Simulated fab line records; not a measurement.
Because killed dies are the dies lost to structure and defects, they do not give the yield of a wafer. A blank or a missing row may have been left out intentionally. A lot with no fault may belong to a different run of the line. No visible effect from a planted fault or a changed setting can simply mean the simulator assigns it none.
2 desks, one fault :: flow sky130 :: what lay behind the numbers comes last; until then each desk has only its own

== DESK OF THE TOOL OWNER: wet bench-01 ==
The tool's own readings at SKY_LOCAL_INTERCONNECT_CLEAN_17 (cleans in IPA, time 180 s): means of the sampled wafers that have a number, for each lot that ran on this tool. The brackets show how far a lot's mean lies from the usual mean; more than 4 standard deviations puts the lot out of limits, marked OUT.
Columns: A = temp c at SKY_LOCAL_INTERCONNECT_CLEAN_17, usual 25.01 C
lot: L252
first seen here: day 30 09:47
A: 24.94

lot: L254
first seen here: day 31 01:03
A: 24.96

lot: L260
first seen here: day 33 18:14
A: 25.02

lot: L261
first seen here: day 33 18:21
A: 25.03

lot: L263
first seen here: day 34 10:49
A: 24.98
Finding of this desk: none of the 5 lots has anything out of limits.

== AT THE METROLOGY DESK ==
Lot by lot, what the gauges showed, no matter which tool ran the lot: averages of those sampled wafers that carry a number. The brackets show how far a lot's mean lies from the usual mean; more than 4 standard deviations puts the lot out of limits, marked OUT.
Columns: A = PASSIVATION_CVD_02_THK at SKY_PASSIVATION_THK_MEAS_03, usual 540 nm
lot: L252
first seen here: day 43 21:50
A: 534

lot: L253
first seen here: day 44 05:32
A: 546

lot: L254
first seen here: day 44 11:22
A: 541

lot: L260
first seen here: day 46 13:05
A: 538

lot: L261
first seen here: day 46 16:22
A: 530

lot: L263
first seen here: day 47 03:58
A: 537

lot: L265
first seen here: day 47 09:19
A: 542

lot: L266
first seen here: day 47 18:41
A: 538

lot: L267
first seen here: day 48 05:07
A: 534

lot: L268
first seen here: day 48 20:09
A: 534

lot: L274
first seen here: day 49 09:43
A: 547

lot: L273
first seen here: day 49 11:52
A: 544

lot: L275
first seen here: day 49 15:58
A: 548
Finding of this desk: none of the 13 lots has anything out of limits.

== PUT TOGETHER ==
Nothing out of limits was seen by the tool owner's desk.
Nothing out of limits was seen by the metrology desk.

== WHAT THE SIMULATOR HAD INSERTED ==
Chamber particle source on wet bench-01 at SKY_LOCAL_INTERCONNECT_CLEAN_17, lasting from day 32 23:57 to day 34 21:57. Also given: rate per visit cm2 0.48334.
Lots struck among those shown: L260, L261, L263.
